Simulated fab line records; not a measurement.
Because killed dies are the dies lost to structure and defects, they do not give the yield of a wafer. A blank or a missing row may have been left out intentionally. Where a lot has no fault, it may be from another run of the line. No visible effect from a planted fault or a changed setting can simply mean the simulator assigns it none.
A lot that was struck, set against a sound lot ; flow sky130 ; 40 out of 708 route steps
Sound: wafers L396.1, L396.2, L396.3. Wafers struck: L406.2, L406.3, L406.6. At the end, the cause is stated.
For every step that has rows: the tool of each side, followed by ch and its chambers, followed by its first start. Under that, the readings that differ: sound wafers ; struck wafers ; difference of the means ; sigmas: that difference in standard deviations of wafers without a fault.
alike: readings with means less than 2 such deviations apart, plus words and numbers identical on both sides. not compared: withheld readings, readings lacking a value on some wafer, bounds such as >300 that could conceal the same value, and numbers that have no deviation in the record and whose values overlap.
The two part at a step that has a row with sigmas, a row that says differs or no value, or rows on one side only. Numbers that have no deviation but don't overlap get no sigmas and don't part them. A reading that every wafer of one side lacks parts them only if that side has two wafers or more.

first, 4 steps without rows for these wafers: SKY_VIA2_STRIP_17 (strips in post etch residue remover, time 1200 s); SKY_VIA2_CLEAN_18 (cleans in IPA, time 180 s); SKY_VIA2_CLEAN_19 (cleans in O3/DIW); SKY_VIA2_SPUTTER_20 (material TiN, target thk 20 nm, time 80 s).
SKY_VIA2_CVD_21: deposits W, target thk 420 nm, time 126.4 s.
  sound on cvd-w-02 ch 0,1, day 36 23:38; struck on cvd-w-01 ch 0,1, day 40 11:42
  alike: heater-power-w
SKY_VIA2_RS_MEAS_22: uses a four-point probe to measure.
  sound on film-metro-04, day 36 23:46; struck on film-metro-03, day 40 11:51
  alike: VIA2_W_RS
SKY_VIA2_THK_MEAS_23: measures by xrf.
  sound on film-metro-04, day 36 23:53; struck on film-metro-03, day 40 11:58
reading;sound;struck;difference;sigmas
VIA2_W_THK (nm);399 402 392;412 413 412;+15;+2
then, 1 step without rows for these wafers: SKY_VIA2_CMP_24 (polishes, stops on SiO2, t overpolish 20 s, target thk 0 nm).
SKY_METAL3_SPUTTER_00: material Ti, target thk 15 nm, time 10 s.
  sound on pvd-sputter-03, day 37 00:14; struck on pvd-sputter-03, day 40 12:19
  alike: cathode-dc-power-W, chamber-pressure-pa, throttle-valve-pct
then, 3 steps without rows for these wafers: SKY_METAL3_SPUTTER_01 (material TiN, target thk 20 nm, time 16.7 s); SKY_METAL3_SPUTTER_02 (material AlCu, target thk 735 nm, time 39.1 s); SKY_METAL3_SPUTTER_03 (material Ti, target thk 5 nm, time 3.3 s).
SKY_METAL3_SPUTTER_04: material TiN, target thk 70 nm, time 58.3 s.
  sound on pvd-sputter-03, day 37 00:21; struck on pvd-sputter-03, day 40 12:25
  no value came back on the struck wafers for cathode-dc-power-W (W), chamber-pressure-pa (Pa), throttle-valve-pct (%); on the sound wafers cathode-dc-power-W (W) reads 6500.4 6498.9 6501.1
SKY_CAPM_CVD_00: deposits SiO2, target thk 15.5 nm.
  sound on pecvd-02 ch 0,1,2, day 37 00:24; struck on pecvd-01 ch 0,1,2, day 40 12:28
  alike: heater-power-w, rf-fwd-power-W
SKY_CAPM_SPUTTER_02: material TiN, target thk 200 nm, time 166.7 s.
  sound on pvd-sputter-01, day 37 00:29; struck on pvd-sputter-04, day 40 12:32
  alike: cathode-dc-power-W, chamber-pressure-pa, substrate-temp-c, throttle-valve-pct
then, 7 steps without rows for these wafers: SKY_CAPM_DEHYDRATE_05 (time 60 s); SKY_CAPM_HMDS_06 (prime time 60 s); SKY_CAPM_COAT_07 (resist thk 1140 nm); SKY_CAPM_SOFTBAKE_08 (time 60 s); SKY_CAPM_EXPOSE_09 (exposes mask CAPM, target cd 1000 nm); SKY_CAPM_PEB_10; SKY_CAPM_DEVELOP_11 (develop time 60 s).
SKY_CAPM_OVL_MEAS_12:
  sound on overlay-02, day 38 01:34; struck on overlay-01, day 41 12:58
  alike: CAPM_OVL
then, 13 steps without rows for these wafers: SKY_CAPM_METAL_ETCH_13 (etches TiN in Cl2/BCl3, stops on SiO2, target depth 220 nm, time 62.9 s); SKY_CAPM_STRIP_14 (strips in O2/N2); SKY_CAPM_STRIP_15 (strips in post etch residue remover, time 1200 s); SKY_CAPM_CLEAN_16 (cleans in IPA, time 180 s); SKY_CAPM_CLEAN_17 (cleans in O3/DIW); SKY_METAL3_DEHYDRATE_05 (time 60 s); SKY_METAL3_HMDS_06 (prime time 60 s); SKY_METAL3_COAT_07 (resist thk 60 nm); SKY_METAL3_COAT_08 (resist thk 1140 nm); SKY_METAL3_SOFTBAKE_09 (time 90 s); SKY_METAL3_EXPOSE_10 (exposes mask MM3, target cd 300 nm); SKY_METAL3_PEB_11; SKY_METAL3_DEVELOP_12 (develop time 60 s).
SKY_METAL3_CD_MEAS_13 targets a cd of 300 nm.
  sound on cd-sem-02, day 39 03:56; struck on cd-sem-01, day 42 13:11
  alike: cd-nm
SKY_METAL3_OVL_MEAS_14:
  sound on overlay-02, day 39 04:03; struck on overlay-02, day 42 13:17
  alike: METAL3_OVL
SKY_METAL3_DESCUM_15: chemistry O2, time 8 s.
  sound on rie-metal-02 ch 0,1, day 39 04:05; struck on rie-metal-01 ch 1, day 42 13:19
  alike: drypump-motor-current-A, oes-product-au, rf-fwd-power-W
  not compared: rf-hours-counter-h
SKY_METAL3_METAL_ETCH_18: etches the open film in Cl2/BCl3, stops on SiO2, target depth 845 nm, time 183.1 s.
  sound on rie-metal-01 ch 0,1, day 39 04:14; struck on rie-metal-04 ch 0,1, day 42 13:28
reading;sound;struck;difference;sigmas
oes-product-au (a.u.);0.866 0.856 0.864;0.831 0.837 0.818;-0.033;-5
  alike: drypump-motor-current-A, rf-fwd-power-W, throttle-valve-pct
  not compared: rf-hours-counter-h

## WHERE THEY PART
At SKY_VIA2_THK_MEAS_23 first; at SKY_METAL3_METAL_ETCH_18 last (within this record only).

WHY: what had been put in by the simulator
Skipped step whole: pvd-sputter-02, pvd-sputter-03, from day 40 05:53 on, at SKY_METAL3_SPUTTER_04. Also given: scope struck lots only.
